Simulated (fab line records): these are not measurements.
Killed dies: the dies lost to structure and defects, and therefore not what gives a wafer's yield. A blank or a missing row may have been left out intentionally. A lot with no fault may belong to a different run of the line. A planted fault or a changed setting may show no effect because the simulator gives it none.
fab line records	flow sky130	part 1 of 2: steps 1 to 27 of 39
record lots=5	wafers=15	last-day=48
route steps=708 shown METAL2@484 VIA2@507
lots with no fault: from the same line, run without faults
start-h: hours from the record's opening day to when the first of the lot's shown wafers began	wait-h: time in hours since the lot's previous step	" the same as in the row above	L1.1+2: a single row standing in for several wafers	- no value, or no start was given	* or withheld: withheld	< > ~ a bound
route shown NAME@n: names a module that has steps shown in the file, with the first one's number in the route	usual: mean/standard deviation taken from wafers without a fault	same: alike in all rows	chamber/n: place in a boat	sites: readings site by site	_std_site: the values' standard deviation	_edge_site: the outer-site mean with the inner-site mean subtracted	radius-mm: how far each site lies from the wafer's centre	mask NAME#n: copy n	behind: tool/chamber where the wafer was last shaped	hold: cause of the lot's hold/its duration in hours/its outcome	device: the transistor (n, p or np) that didn't switch	end of line: tests of these same wafers at the route's end	for a step that has no rows: nothing shown but its recipe	killed: the dies lost at the first sort to structure and to defects; this is not the yield of the wafer	map: shows each die of a wafer: x if killed, . if not, _ if none is there
set.NAME: setting as actually run; set.NAME@STEP: the setting as run at that earlier step	model.NAME: the simulator's own value behind a step, which no gauge read
a table for each step, a row for each wafer; lots at some steps of the route
services: a tool's chamber out of use, with start hour (start-h, from the record's first day; less than 0 if before it), hours out, and reason
## steps
# step SKY_METAL2_SPUTTER_01
# recipe material=TiN	target-thk-nm=20	power-w=6500	time-s=16.7	chamber-pressure-pa=0.4
# usual throttle-valve-pct=30.1/0.85
lot.wafer	tool	chamber	start-h	wait-h	throttle-valve-pct
L079.1	pvd-sputter-02	-	846.28	0.0	31.1
L079.3	"	-	"	"	29.9
L079.4	"	-	"	"	29.6
L080.1	pvd-sputter-03	-	852.89	0.0	29.6
L080.3	"	-	"	"	29.4
L080.5	"	-	"	"	29.1
L081.2	pvd-sputter-03	-	854.46	0.0	29.0
L081.3	"	-	"	"	30.7
L081.6	"	-	"	"	29.0
L083.4	pvd-sputter-03	-	867.14	0.0	30.5
L083.5	"	-	"	"	30.4
L083.6	"	-	"	"	28.6
L089.2	pvd-sputter-02	-	903.86	0.0	29.5
L089.3	"	-	"	"	29.8
L089.4	"	-	"	"	30.5
# step SKY_METAL2_SPUTTER_02
# recipe material=AlCu	target-thk-nm=250	power-w=10600	time-s=13.79	chamber-pressure-pa=0.4
# usual throttle-valve-pct=30.1/0.86
lot.wafer	tool	chamber	start-h	wait-h	throttle-valve-pct
L079.1	pvd-sputter-02	-	846.31	0.0	31.1
L079.3	"	-	"	"	29.9
L079.4	"	-	"	"	29.4
L080.1	pvd-sputter-03	-	852.91	0.0	29.8
L080.3	"	-	"	"	29.2
L080.5	"	-	"	"	29.1
L081.2	pvd-sputter-03	-	854.49	0.0	29.2
L081.3	"	-	"	"	30.6
L081.6	"	-	"	"	28.9
L083.4	pvd-sputter-03	-	867.17	0.0	30.7
L083.5	"	-	"	"	30.6
L083.6	"	-	"	"	28.6
L089.2	pvd-sputter-02	-	903.88	0.0	29.5
L089.3	"	-	"	"	29.8
L089.4	"	-	"	"	30.4
# step SKY_METAL2_SPUTTER_03
# recipe material=Ti	target-thk-nm=5	power-w=3000	time-s=3.3	chamber-pressure-pa=0.4
# usual throttle-valve-pct=30.1/0.83
lot.wafer	tool	chamber	start-h	wait-h	throttle-valve-pct
L079.1	pvd-sputter-02	-	846.33	0.0	30.8
L079.3	"	-	"	"	30.3
L079.4	"	-	"	"	29.7
L080.1	pvd-sputter-03	-	852.94	0.0	29.8
L080.3	"	-	"	"	29.4
L080.5	"	-	"	"	29.0
L081.2	pvd-sputter-03	-	854.51	0.0	29.5
L081.3	"	-	"	"	30.4
L081.6	"	-	"	"	29.2
L083.4	pvd-sputter-03	-	867.19	0.0	30.5
L083.5	"	-	"	"	30.6
L083.6	"	-	"	"	28.8
L089.2	pvd-sputter-02	-	903.91	0.0	29.3
L089.3	"	-	"	"	29.7
L089.4	"	-	"	"	30.4
# step SKY_METAL2_SPUTTER_04
# recipe material=TiN	target-thk-nm=70	power-w=6500	time-s=58.3	chamber-pressure-pa=0.4
# usual throttle-valve-pct=30.1/0.84
lot.wafer	tool	chamber	start-h	wait-h	throttle-valve-pct
L079.1	pvd-sputter-02	-	846.35	0.0	31.0
L079.3	"	-	"	"	30.3
L079.4	"	-	"	"	29.8
L080.1	pvd-sputter-03	-	852.96	0.0	29.4
L080.3	"	-	"	"	29.2
L080.5	"	-	"	"	29.5
L081.2	pvd-sputter-03	-	854.53	0.0	29.3
L081.3	"	-	"	"	30.5
L081.6	"	-	"	"	28.8
L083.4	pvd-sputter-03	-	867.21	0.0	30.4
L083.5	"	-	"	"	30.9
L083.6	"	-	"	"	28.7
L089.2	pvd-sputter-02	-	903.93	0.0	29.7
L089.3	"	-	"	"	30.1
L089.4	"	-	"	"	30.4
# step SKY_METAL2_RS_MEAS_05
# recipe thk-meas-gauge=four-point-probe	reads=TiN_of_METAL2_SPUTTER_04+Ti_of_METAL2_SPUTTER_03+AlCu_of_METAL2_SPUTTER_02+TiN_of_METAL2_SPUTTER_01+Ti_of_METAL2_SPUTTER_00
# usual METAL2_ALCU_RS=0.1220/0.0012
lot.wafer	tool	chamber	start-h	wait-h	METAL2_ALCU_RS[ohm/sq]
L079.1	film-metro-01	-	846.40	0.0	0.1211
L079.3	"	-	"	"	0.1203
L079.4	"	-	"	"	0.1201
L080.1	film-metro-04	-	853.01	0.0	0.1230
L080.3	"	-	"	"	0.1225
L080.5	"	-	"	"	0.1221
L081.2	film-metro-03	-	854.60	0.0	0.1214
L081.3	"	-	"	"	0.1201
L081.6	"	-	"	"	0.1219
L083.4	film-metro-03	-	867.32	0.1	0.1221
L083.5	"	-	"	"	0.1212
L083.6	"	-	"	"	0.1220
L089.2	film-metro-04	-	903.99	0.0	0.1216
L089.3	"	-	"	"	0.1222
L089.4	"	-	"	"	0.1215
# step SKY_METAL2_THK_MEAS_06
# recipe thk-meas-gauge=xrf	reads=AlCu_of_METAL2_SPUTTER_02
# usual METAL2_ALCU_THK=261.2/2.5
lot.wafer	tool	chamber	start-h	wait-h	METAL2_ALCU_THK[nm]
L079.1	film-metro-01	-	846.52	0.1	263.2
L079.3	"	-	"	"	263.5
L079.4	"	-	"	"	264.4
L080.1	film-metro-04	-	853.13	0.1	260.9
L080.3	"	-	"	"	261.9
L080.5	"	-	"	"	261.1
L081.2	film-metro-03	-	854.71	0.1	261.9
L081.3	"	-	"	"	265.0
L081.6	"	-	"	"	263.8
L083.4	film-metro-03	-	867.41	0.1	262.4
L083.5	"	-	"	"	261.8
L083.6	"	-	"	"	261.4
L089.2	film-metro-04	-	904.10	0.1	261.7
L089.3	"	-	"	"	260.7
L089.4	"	-	"	"	262.0
# step SKY_METAL2_DEHYDRATE_07
# recipe temp-c=200	time-s=60
# usual heater-power-total-W=160.37/0.11
lot.wafer	tool	chamber	start-h	wait-h	heater-power-total-W
L079.1	litho-track-02	0	858.20	11.7	160.54
L079.3	"	0	"	"	160.50
L079.4	"	0	"	"	160.42
L080.1	litho-track-04	0	864.49	11.4	160.56
L080.3	"	0	"	"	160.38
L080.5	"	0	"	"	160.44
L081.2	litho-track-04	0	865.96	11.2	160.48
L081.3	"	0	"	"	160.30
L081.6	"	0	"	"	160.31
L083.4	litho-track-04	0	879.46	12.0	160.33
L083.5	"	0	"	"	160.29
L083.6	"	0	"	"	160.28
L089.2	litho-track-03	0	916.07	12.0	160.24
L089.3	"	0	"	"	160.34
L089.4	"	0	"	"	160.28
# step SKY_METAL2_HMDS_08
# recipe prime-time-s=60	prime-temp-c=120
lot.wafer	tool	chamber	start-h	wait-h
L079.1+3+4	litho-track-02	0	858.35	0.1
L080.1+3+5	litho-track-04	0	864.64	0.1
L081.2+3+6	litho-track-04	0	866.11	0.1
L083.4+5+6	litho-track-04	0	879.61	0.1
L089.2+3+4	litho-track-03	0	916.22	0.1
# step SKY_METAL2_COAT_09
# recipe resist=BARC	temp-c=withheld	time-s=withheld	spin-rpm=3000	resist-thk-nm=60
lot.wafer	tool	chamber	start-h	wait-h
L079.1+3+4	litho-track-02	0	858.50	0.1
L080.1+3+5	litho-track-04	0	864.79	0.1
L081.2+3+6	litho-track-04	0	866.26	0.1
L083.4+5+6	litho-track-04	0	879.76	0.1
L089.2+3+4	litho-track-03	0	916.37	0.1
# step SKY_METAL2_COAT_10
# recipe resist=KrF-thick	spin-rpm=3000	resist-thk-nm=450
lot.wafer	tool	chamber	start-h	wait-h
L079.1+3+4	litho-track-02	0	-	-
L080.1+3+5	litho-track-04	0	-	-
L081.2+3+6	litho-track-04	0	-	-
L083.4+5+6	litho-track-04	0	-	-
L089.2+3+4	litho-track-03	0	-	-
# step SKY_METAL2_SOFTBAKE_11
# recipe temp-c=100	time-s=90	resist=KrF-thick
# usual heater-power-total-W=57.35/0.12
lot.wafer	tool	chamber	start-h	wait-h	heater-power-total-W
L079.1	litho-track-02	0	-	-	57.52
L079.3	"	0	"	"	57.42
L079.4	"	0	"	"	57.39
L080.1	litho-track-04	0	-	-	57.12
L080.3	"	0	"	"	57.43
L080.5	"	0	"	"	57.35
L081.2	litho-track-04	0	-	-	57.30
L081.3	"	0	"	"	57.27
L081.6	"	0	"	"	57.13
L083.4	litho-track-04	0	-	-	57.32
L083.5	"	0	"	"	57.29
L083.6	"	0	"	"	57.23
L089.2	litho-track-03	0	-	-	57.41
L089.3	"	0	"	"	57.47
L089.4	"	0	"	"	57.39
# step SKY_METAL2_EXPOSE_12
# recipe mask-id=MM2	na=0.8	source-shape=annular	sigma-inner=0.55	sigma-outer=0.85	target-cd-nm=140	dose-mj=28
# usual stage-vel-mm-s=500.01/0.25
lot.wafer	tool	chamber	start-h	wait-h	mask	stage-vel-mm-s
L079.1	krf-scanner-01	0	-	-	MM2#0	499.62
L079.3	"	0	"	"	MM2#0	499.59
L079.4	"	0	"	"	MM2#0	499.70
L080.1	krf-scanner-02	0	-	-	MM2#0	500.00
L080.3	"	0	"	"	MM2#0	500.50
L080.5	"	0	"	"	MM2#0	499.90
L081.2	krf-scanner-02	0	-	-	MM2#0	499.91
L081.3	"	0	"	"	MM2#0	499.97
L081.6	"	0	"	"	MM2#0	500.34
L083.4	krf-scanner-02	0	-	-	MM2#0	499.99
L083.5	"	0	"	"	MM2#0	500.02
L083.6	"	0	"	"	MM2#0	500.26
L089.2	krf-scanner-01	0	-	-	MM2#0	500.12
L089.3	"	0	"	"	MM2#0	499.92
L089.4	"	0	"	"	MM2#0	500.12
# step SKY_METAL2_PEB_13
# recipe peb-temp-c=withheld	peb-time-s=withheld	resist=KrF-thick
lot.wafer	tool	chamber	start-h	wait-h
L079.1+3+4	litho-track-04	0	-	-
L080.1+3+5	litho-track-03	0	-	-
L081.2+3+6	litho-track-03	0	-	-
L083.4+5+6	litho-track-02	0	-	-
L089.2+3+4	litho-track-03	0	-	-
# step SKY_METAL2_DEVELOP_14
# recipe develop-time-s=60	resist=KrF-thick	dev-temp-c=21
lot.wafer	tool	chamber	start-h	wait-h
L079.1+3+4	litho-track-04	0	-	-
L080.1+3+5	litho-track-03	0	-	-
L081.2+3+6	litho-track-03	0	-	-
L083.4+5+6	litho-track-02	0	-	-
L089.2+3+4	litho-track-03	0	-	-
# step SKY_METAL2_CD_MEAS_15
# recipe target-cd-nm=140
# usual cd-nm=140.1/1.5
lot.wafer	tool	chamber	start-h	wait-h	cd-nm
L079.1	cd-sem-02	-	872.49	-	139.7
L079.3	"	-	"	"	138.6
L079.4	"	-	"	"	137.6
L080.1	cd-sem-02	-	878.24	-	140.0
L080.3	"	-	"	"	141.1
L080.5	"	-	"	"	140.2
L081.2	cd-sem-02	-	879.31	-	140.5
L081.3	"	-	"	"	139.9
L081.6	"	-	"	"	140.7
L083.4	cd-sem-02	-	892.36	-	142.3
L083.5	"	-	"	"	141.1
L083.6	"	-	"	"	142.4
L089.2	cd-sem-02	-	928.96	-	139.7
L089.3	"	-	"	"	140.3
L089.4	"	-	"	"	139.4
# step SKY_METAL2_OVL_MEAS_16
# usual METAL2_OVL=-5/5.4
lot.wafer	tool	chamber	start-h	wait-h	METAL2_OVL[nm]
L079.1	overlay-01	-	872.61	0.1	-8
L079.3	"	-	"	"	-5
L079.4	"	-	"	"	-5
L080.1	overlay-01	-	878.36	0.1	-8
L080.3	"	-	"	"	-7
L080.5	"	-	"	"	-1
L081.2	overlay-02	-	879.42	0.1	1
L081.3	"	-	"	"	-4
L081.6	"	-	"	"	3
L083.4	overlay-02	-	892.44	0.1	-9
L083.5	"	-	"	"	-14
L083.6	"	-	"	"	-8
L089.2	overlay-01	-	929.07	0.1	-14
L089.3	"	-	"	"	-13
L089.4	"	-	"	"	-12
# step SKY_METAL2_DESCUM_17
# recipe chemistry=O2	source-power-w=150	bias-power-w=0	pressure-mtorr=10	temp-c=40	time-s=8
# usual drypump-motor-current-A=5.8/0.44	oes-product-au=1.004/0.0087
lot.wafer	tool	chamber	start-h	wait-h	drypump-motor-current-A	oes-product-au	rf-hours-counter-h
L079.1	rie-metal-01	0	872.64	0.0	6.6	1.009	10
L079.3	"	0	"	"	6.5	1.016	-
L079.4	"	1	"	"	5.4	1.001	-
L080.1	rie-metal-01	0	878.40	0.0	6.5	1.003	11
L080.3	"	0	"	"	6.5	1.006	-
L080.5	"	0	"	"	6.5	1.004	-
L081.2	rie-metal-04	0	879.45	0.0	5.8	0.989	15
L081.3	"	1	"	"	5.5	1.001	-
L081.6	"	0	"	"	5.9	0.992	-
L083.4	rie-metal-04	1	892.47	0.0	5.5	1.000	-
L083.5	"	0	"	"	5.8	1.006	-
L083.6	"	1	"	"	5.5	1.004	-
L089.2	rie-metal-04	1	929.10	0.0	5.5	1.001	2
L089.3	"	1	"	"	5.5	1.010	-
L089.4	"	0	"	"	5.8	0.994	-
# step SKY_METAL2_ETCH_18
# recipe chemistry=N2/H2	target=BARC	ion-energy-ev=200	bias-w=100	pressure-mtorr=30	n2-flow-sccm=100	h2-flow-sccm=200	icp-w=500	stop-on=SiO2	time-s=45.9	target-depth-a=600
# usual bias-w=99.96/0.25	drypump-motor-current-A=5.9/0.44	oes-product-au=0.855/0.0049	throttle-valve-pct=13.225/0.0084
lot.wafer	tool	chamber	start-h	wait-h	bias-w	drypump-motor-current-A	oes-product-au	rf-hours-counter-h	throttle-valve-pct
L079.1	rie-metal-01	0	872.68	0.0	100.41	6.6	0.856	10	13.236
L079.3	"	0	"	"	100.36	6.5	0.857	-	13.228
L079.4	"	1	"	"	99.92	5.4	0.857	-	13.228
L080.1	rie-metal-01	0	878.46	0.1	100.11	6.5	0.854	11	13.232
L080.3	"	0	"	"	99.72	6.6	0.856	-	13.225
L080.5	"	0	"	"	99.75	6.5	0.856	-	13.226
L081.2	rie-metal-04	0	879.48	0.0	100.09	5.8	0.846	15	13.207
L081.3	"	1	"	"	99.90	5.5	0.853	-	13.227
L081.6	"	0	"	"	99.65	5.8	0.852	-	13.221
L083.4	rie-metal-04	1	892.51	0.0	99.90	5.5	0.847	-	13.237
L083.5	"	0	"	"	99.27	5.8	0.851	-	13.227
L083.6	"	1	"	"	99.90	5.5	0.852	-	13.220
L089.2	rie-metal-04	1	929.13	0.0	99.95	5.5	0.847	2	13.221
L089.3	"	1	"	"	99.94	5.5	0.854	-	13.218
L089.4	"	0	"	"	100.21	5.8	0.850	-	13.226
# step SKY_METAL2_METAL_ETCH_19
# recipe target-depth-a=3600	stop-on=SiO2	over-etch-frac=0.3	time-s=78	chemistry=Cl2/BCl3	resist-sidewall-deg=88	pressure-mtorr=10	icp-w=900	bias-w=48.5	Cl2_flow_sccm=60	bcl3-flow-sccm=30
# usual bias-w=48.49/0.14	drypump-motor-current-A=5.8/0.44	oes-product-au=0.852/0.008	throttle-valve-pct=22.265/0.0083
lot.wafer	tool	chamber	start-h	wait-h	bias-w	drypump-motor-current-A	oes-product-au	rf-hours-counter-h	throttle-valve-pct
L079.1	rie-metal-01	0	872.74	0.0	48.53	6.5	0.850	10	22.245
L079.3	"	0	"	"	48.52	6.6	0.855	-	22.251
L079.4	"	1	"	"	48.55	5.4	0.853	-	22.264
L080.1	rie-metal-01	0	878.59	0.1	48.41	6.5	0.863	11	22.270
L080.3	"	0	"	"	48.48	6.5	0.844	-	22.278
L080.5	"	0	"	"	48.61	6.5	0.843	-	22.270
L081.2	rie-metal-04	0	879.54	0.0	48.29	5.8	0.845	15	22.263
L081.3	"	1	"	"	48.70	5.5	0.856	-	22.265
L081.6	"	0	"	"	48.49	5.9	0.858	-	22.265
L083.4	rie-metal-04	1	892.58	0.1	48.46	5.5	0.855	-	22.258
L083.5	"	0	"	"	48.62	5.8	0.854	-	22.266
L083.6	"	1	"	"	48.29	5.5	0.847	-	22.272
L089.2	rie-metal-04	1	929.19	0.0	48.26	5.5	0.856	2	22.261
L089.3	"	1	"	"	48.55	5.5	0.849	-	22.274
L089.4	"	0	"	"	48.47	5.8	0.851	-	22.266
# step SKY_METAL2_STRIP_20
# recipe chemistry=O2/N2	power-w=1400	pressure-mtorr=1500	platen-temp-c=withheld	o2-flow-sccm=3000	n2-flow-sccm=300	overash-fraction=0.5
# usual drypump-motor-current-A=5.8/0.39	oes-product-au=0.342/0.0049	strip-time-to-endpoint-s=2.67/0.04
lot.wafer	tool	chamber	start-h	wait-h	drypump-motor-current-A	oes-product-au	rf-hours-counter-h	strip-time-to-endpoint-s
L079.1	plasma-asher-02	1	872.83	0.1	5.9	0.340	77	2.72
L079.3	"	0	"	"	5.9	0.345	-	2.71
L079.4	"	1	"	"	5.9	0.344	-	2.68
L080.1	plasma-asher-02	1	878.77	0.1	5.9	0.352	78	2.68
L080.3	"	1	"	"	5.9	0.340	-	2.67
L080.5	"	0	"	"	5.9	0.338	-	2.65
L081.2	plasma-asher-02	0	879.63	0.1	5.9	0.346	78	2.66
L081.3	"	0	"	"	5.9	0.347	-	2.60
L081.6	"	1	"	"	5.9	0.339	-	2.68
L083.4	plasma-asher-01	1	892.67	0.1	5.2	0.342	-	2.66
L083.5	"	1	"	"	5.2	0.345	-	2.66
L083.6	"	0	"	"	5.5	0.342	-	2.66
L089.2	plasma-asher-01	1	929.28	0.1	5.2	0.339	119	2.64
L089.3	"	1	"	"	5.2	0.344	-	2.67
L089.4	"	0	"	"	5.5	0.346	-	2.72
# step SKY_METAL2_STRIP_21
# recipe chemistry=post-etch-residue-remover	time-s=1200	temp-c=72.5
lot.wafer	tool	chamber	start-h	wait-h
L079.1+3+4	wet-bench-03	2	872.93	0.1
L080.1+3+5	wet-bench-04	0	878.87	0.1
L081.2+3+6	wet-bench-04	2	879.73	0.1
L083.4+5+6	wet-bench-03	2	892.74	0.0
L089.2+3+4	wet-bench-01	3	929.38	0.1
# step SKY_METAL2_CLEAN_22
# recipe chemistry=IPA	time-s=180	temp-c=25
lot.wafer	tool	chamber	start-h	wait-h
L079.1+3+4	wet-bench-01	2	873.27	0.0
L080.1+3+5	wet-bench-01	3	879.21	0.0
L081.2+3+6	wet-bench-03	1	880.07	0.0
L083.4+5+6	wet-bench-01	1	893.08	0.0
L089.2+3+4	wet-bench-03	1	929.72	0.0
# step SKY_METAL2_CLEAN_23
# recipe chemistry=O3/DIW	dry=n2-spin
lot.wafer	tool	chamber	start-h	wait-h
L079.1+3+4	wet-bench-03	0	873.33	0.0
L080.1+3+5	wet-bench-03	2	879.27	0.0
L081.2+3+6	wet-bench-01	2	880.14	0.0
L083.4+5+6	wet-bench-03	1	893.14	0.0
L089.2+3+4	wet-bench-01	1	929.79	0.0
# step SKY_VIA2_HDPCVD_00
# recipe material=SiO2	target-thk-nm=1180	sigma-open-frac=0.3	time-s=196.7	temp-c=400	sih4-flow-sccm=60	pressure-mtorr=6
lot.wafer	tool	chamber	start-h	wait-h
L079.1+3+4	hdpcvd-02	1,0,2	873.42	0.0
L080.1+3+5	hdpcvd-01	0,1,1	879.37	0.0
L081.2+3+6	hdpcvd-01	2,1,0	880.23	0.0
L083.4+5+6	hdpcvd-01	0,2,1	893.30	0.1
L089.2+3+4	hdpcvd-01	1,0,2	929.88	0.0
# step SKY_VIA2_THK_MEAS_01
# recipe reads=SiO2_of_VIA2_HDPCVD_00
# usual VIA2_HDPCVD_THK=1184/10
lot.wafer	tool	chamber	start-h	wait-h	VIA2_HDPCVD_THK[nm]
L079.1	film-metro-04	-	873.55	0.1	1189
L079.3	"	-	"	"	1184
L079.4	"	-	"	"	1169
L080.1	film-metro-04	-	879.49	0.1	1192
L080.3	"	-	"	"	1195
L080.5	"	-	"	"	1183
L081.2	film-metro-02	-	880.36	0.1	1188
L081.3	"	-	"	"	1194
L081.6	"	-	"	"	1201
L083.4	film-metro-01	-	893.39	0.0	1206
L083.5	"	-	"	"	1194
L083.6	"	-	"	"	1213
L089.2	film-metro-02	-	930.02	0.1	1187
L089.3	"	-	"	"	1184
L089.4	"	-	"	"	1173
# step SKY_VIA2_CMP_02
# recipe material=SiO2	down-force-psi=4	platen-rpm=60	pad-velocity-m-s=0.94248
# usual head-pressure-psi=4.000/0.009	motor-current-A=12.1/1.2
lot.wafer	tool	chamber	start-h	wait-h	head-pressure-psi	motor-current-A
L079.1	cmp-02	1	873.61	0.1	4.002	12.4
L079.4	"	2	"	"	3.992	12.8
L079.3	"	3	"	"	4.001	10.4
L080.1	cmp-02	3	879.60	0.1	3.988	10.8
L080.3	"	1	"	"	3.986	12.7
L080.5	"	2	"	"	4.004	11.8
L081.2	cmp-02	2	880.46	0.1	4.003	12.2
L081.3	"	3	"	"	4.004	9.7
L081.6	"	1	"	"	3.994	13.2
L083.4	cmp-02	0	893.42	0.0	4.003	11.8
L083.6	"	0	"	"	3.993	11.6
L083.5	"	1	"	"	4.004	12.6
L089.3	cmp-01	0	930.12	0.1	4.008	11.2
L089.4	"	1	"	"	4.005	13.9
L089.2	"	2	"	"	3.987	12.0
# step SKY_VIA2_BOW_MEAS_03
# recipe mode=bow
# usual VIA2_BOW=85/7.8
lot.wafer	tool	chamber	start-h	wait-h	VIA2_BOW[um]
L079.1	film-metro-04	-	873.91	0.2	81
L079.3	"	-	"	"	86
L079.4	"	-	"	"	78
L080.1	film-metro-02	-	879.85	0.2	72
L080.3	"	-	"	"	87
L080.5	"	-	"	"	81
L081.2	film-metro-02	-	880.73	0.2	71
L081.3	"	-	"	"	91
L081.6	"	-	"	"	85
L083.4	film-metro-02	-	893.78	0.3	92
L083.5	"	-	"	"	77
L083.6	"	-	"	"	94
L089.2	film-metro-02	-	930.39	0.1	79
L089.3	"	-	"	"	81
L089.4	"	-	"	"	87
